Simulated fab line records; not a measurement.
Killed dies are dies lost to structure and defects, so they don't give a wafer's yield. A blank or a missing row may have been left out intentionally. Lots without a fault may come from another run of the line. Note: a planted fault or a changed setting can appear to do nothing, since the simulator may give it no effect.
Which of the tools did it? ; flow sky130 ; 14 lots, 42 wafers sampled, at 5 steps of a route of 708

WHAT EACH GAUGE READ, for each wafer
SKY_VT_ADJUST_HVTR_OVL_MEAS_08.
lot;measured;on;VT_ADJUST_HVTR_OVL (nm)
L181;day 10 11:50;overlay-01;3.6 1.1 1.3
L182;day 10 19:43;overlay-02;3.2 1.3 0.3
L184;day 11 09:49;overlay-02;2.5 2.2 -1.7
L185;day 11 16:52;overlay-02;-0.1 0.9 1.8
L186;day 11 20:31;overlay-01;0.7 -1.1 0.3
L188;day 12 11:10;overlay-01;-2.6 -1.0 -2.7
L189;day 12 21:31;overlay-01;2.1 2.9 2.9
L190;day 13 00:13;overlay-01;-0.3 -0.2 1.5
L194;day 14 14:22;overlay-02;-1.7 -1.2 0.8
L197;day 15 06:29;overlay-01;1.6 1.7 2.1
L198;day 15 17:05;overlay-01;2.0 3.6 2.6
L199;day 16 02:20;overlay-02;2.5 2.2 1.7
L200;day 16 10:19;overlay-01;-1.1 -1.3 -1.6
L201;day 16 19:22;overlay-01;1.1 1.4 0.2

WHICH TOOL RAN EACH LOT (tool, then ch and the chambers of the sampled wafers, then the start)
lot;SKY_FIELD_ISO_ETCH_15;SKY_FIELD_ISO_STRIP_16;SKY_NWELL_COAT_05;SKY_NWELL_STRIP_14
L181;rie diel-02 ch 1,3, day 2 22:11;plasma asher-04 ch 0,1, day 2 22:15;litho track-03 ch 0, day 5 00:43;plasma asher-03 ch 0,1, day 5 10:21
L182;rie diel-01 ch 0,2,3, day 3 01:32;plasma asher-03 ch 0,1, day 3 01:35;litho track-02 ch 0, day 5 04:04;plasma asher-01 ch 0,1, day 5 13:39
L184;rie diel-04 ch 0,1,2, day 3 11:08;plasma asher-03 ch 0,1, day 3 11:11;litho track-01 ch 0, day 5 16:04;plasma asher-04 ch 0,1, day 6 02:55
L185;rie diel-01 ch 0,1,2, day 3 19:07;plasma asher-04 ch 0,1, day 3 19:11;litho track-02 ch 0, day 5 22:58;plasma asher-01 ch 0,1, day 6 08:41
L186;rie diel-04 ch 1,2, day 3 22:02;plasma asher-02 ch 0,1, day 3 22:05;litho track-02 ch 0, day 6 01:41;plasma asher-01 ch 0,1, day 6 10:29
L188;rie diel-02 ch 0,2, day 4 09:23;plasma asher-02 ch 0,1, day 4 09:26;litho track-02 ch 0, day 6 13:07;plasma asher-01 ch 0,1, day 7 00:04
L189;rie diel-04 ch 1,2, day 4 14:35;plasma asher-02 ch 0,1, day 4 14:40;litho track-03 ch 0, day 6 20:46;plasma asher-04 ch 0,1, day 7 06:41
L190;rie diel-04 ch 0,1,3, day 4 19:26;plasma asher-03 ch 0,1, day 4 19:30;litho track-01 ch 0, day 7 00:13;plasma asher-01 ch 1, day 7 10:26
L194;rie diel-01 ch 1,2, day 5 15:56;plasma asher-04 ch 0, day 5 15:59;litho track-03 ch 0, day 8 00:42;plasma asher-04 ch 0, day 8 11:49
L197;rie diel-02 ch 0,1,2, day 6 10:26;plasma asher-03 ch 0,1, day 6 10:29;litho track-01 ch 0, day 8 17:58;plasma asher-01 ch 0,1, day 9 05:34
L198;rie diel-02 ch 0,1,3, day 6 18:05;plasma asher-02 ch 0,1, day 6 18:09;litho track-01 ch 0, day 9 01:19;plasma asher-04 ch 0,1, day 9 13:24
L199;rie diel-02 ch 1,2,3, day 6 22:26;plasma asher-04 ch 0,1, day 6 22:30;litho track-02 ch 0, day 9 09:10;plasma asher-03 ch 0,1, day 9 20:43
L200;rie diel-01 ch 0,1,3, day 7 03:11;plasma asher-03 ch 0,1, day 7 03:14;litho track-02 ch 0, day 9 15:56;plasma asher-03 ch 0,1, day 10 03:49
L201;rie diel-02 ch 0,2,3, day 7 06:08;plasma asher-02 ch 0,1, day 7 06:12;litho track-03 ch 0, day 9 21:46;plasma asher-04 ch 0,1, day 10 09:49
- SKY_FIELD_ISO_ETCH_15: etches the open film in CHF3/O2, stops on Si, target depth 180 nm, time 72 s.
- SKY_FIELD_ISO_STRIP_16: strips in O2/N2.
- SKY_NWELL_COAT_05: resist thk 3000 nm.
- SKY_NWELL_STRIP_14: strips in O2/N2.

AS READ BY THE TOOLS THEMSELVES (means over the sampled wafers that have a number; for cases with no such wafer, the mark the record gives instead)
SKY_FIELD_ISO_ETCH_15.
lot;tool;chamber pressure mTorr (mTorr);drypump motor current A (A);oes product au (a.u.);throttle valve pct (%)
L181;rie diel-02;39.99;5.6;0.945;8.843
L182;rie diel-01;39.93;5.8;0.947;8.855
L184;rie diel-04;40.00;5.7;0.948;8.839
L185;rie diel-01;39.99;5.4;0.943;8.844
L186;rie diel-04;39.95;5.4;0.950;8.845
L188;rie diel-02;40.00;5.8;0.943;8.838
L189;rie diel-04;40.00;5.8;0.949;8.846
L190;rie diel-04;40.04;5.6;0.938;8.842
L194;rie diel-01;39.98;5.0;0.937;8.835
L197;rie diel-02;39.99;5.8;0.944;8.844
L198;rie diel-02;39.98;5.8;0.948;8.843
L199;rie diel-02;40.02;5.6;0.948;8.839
L200;rie diel-01;40.01;5.7;0.935;8.834
L201;rie diel-02;40.01;5.8;0.946;8.845

SKY_FIELD_ISO_STRIP_16.
lot;tool;chamber pressure mTorr (mTorr);drypump motor current A (A);oes product au (a.u.);strip time to endpoint s (s)
L181;plasma asher-04;1499.6;5.8;0.377;3.57
L182;plasma asher-03;1500.2;6.1;0.380;3.57
L184;plasma asher-03;1499.8;6.1;0.382;3.58
L185;plasma asher-04;1501.6;5.7;0.381;3.55
L186;plasma asher-02;1499.8;6.1;0.379;3.60
L188;plasma asher-02;1498.9;6.1;0.379;3.55
L189;plasma asher-02;1498.3;5.6;0.380;3.58
L190;plasma asher-03;1500.2;6.0;0.379;3.56
L194;plasma asher-04;1500.3;5.6;0.377;3.52
L197;plasma asher-03;1500.7;5.9;0.382;3.61
L198;plasma asher-02;1499.3;5.6;0.375;3.58
L199;plasma asher-04;1500.7;5.7;0.379;3.57
L200;plasma asher-03;1500.2;5.9;0.372;3.52
L201;plasma asher-02;1500.2;5.6;0.384;3.59

SKY_NWELL_COAT_05.
lot;tool;resist line temp C (C);spin speed rpm (rpm)
L181;litho track-03;23.05;2000.4
L182;litho track-02;23.06;2000.7
L184;litho track-01;23.03;2000.6
L185;litho track-02;22.89;2001.7
L186;litho track-02;22.96;1997.5
L188;litho track-02;22.94;2000.1
L189;litho track-03;22.87;1998.5
L190;litho track-01;23.04;2000.7
L194;litho track-03;22.88;2000.4
L197;litho track-01;23.11;1999.7
L198;litho track-01;22.90;1999.5
L199;litho track-02;22.95;1999.1
L200;litho track-02;22.95;2001.2
L201;litho track-03;23.18;2001.6

SKY_NWELL_STRIP_14.
lot;tool;chamber pressure mTorr (mTorr);drypump motor current A (A);oes product au (a.u.);strip time to endpoint s (s)
L181;plasma asher-03;1500.2;5.89;0.725;36.95
L182;plasma asher-01;1499.7;5.65;0.722;36.94
L184;plasma asher-04;1499.3;5.68;0.726;36.95
L185;plasma asher-01;1500.3;5.63;0.724;36.93
L186;plasma asher-01;1500.6;5.64;0.724;37.07
L188;plasma asher-01;1498.8;5.64;0.718;36.94
L189;plasma asher-04;1499.9;5.79;0.723;37.03
L190;plasma asher-01;1500.6;5.68;0.721;36.77
L194;plasma asher-04;1501.1;5.55;0.720;37.04
L197;plasma asher-01;1499.6;5.65;0.715;29.29
L198;plasma asher-04;1498.7;5.66;0.716;29.35
L199;plasma asher-03;1499.1;5.90;0.721;37.13
L200;plasma asher-03;1500.8;5.89;0.730;36.89
L201;plasma asher-04;1499.4;5.77;0.726;36.92

THE ANSWER, worked out from the rows above alone
Rule: usual is defined by the lots themselves. The widest of any qualifying gaps counts: lots, ordered by their means at a reading, are off when they make up no more than a third of the lots, leave a main group of 4 or more, and stand apart from it by 3 or more times the standard deviation of that group's means. Not used: any main group whose means are identical at the precision the tables above print for the reading. Also off: a lot with no number at a reading for which 4 or more lots have one. The other lots that the step has rows for count as sound. Order of review: gauges by route order, followed by the tools' own readings, for which a lot's mean as printed above is used. At the first step where some lot is off, the reading lying furthest off is the one used; lots without a number count as furthest.
Off, at SKY_NWELL_STRIP_14 on strip time to endpoint s: L197, L198. The main group: mean 36.96 s, standard deviation 0.09.
If a tool, at that step or one of the process steps before it, ran each lot that is off and ran no sound lot following the first of them, it fits. One fits: litho track-01 at SKY_NWELL_COAT_05. Its last sound lot is L190 (day 7 00:13), its first lot that is off L197 (day 8 17:58): a fault that began between those two fits.

WHAT THE SIMULATOR HAD PUT IN
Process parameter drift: litho track-01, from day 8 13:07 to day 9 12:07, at SKY_NWELL_COAT_05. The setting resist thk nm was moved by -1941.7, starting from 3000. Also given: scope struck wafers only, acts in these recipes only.
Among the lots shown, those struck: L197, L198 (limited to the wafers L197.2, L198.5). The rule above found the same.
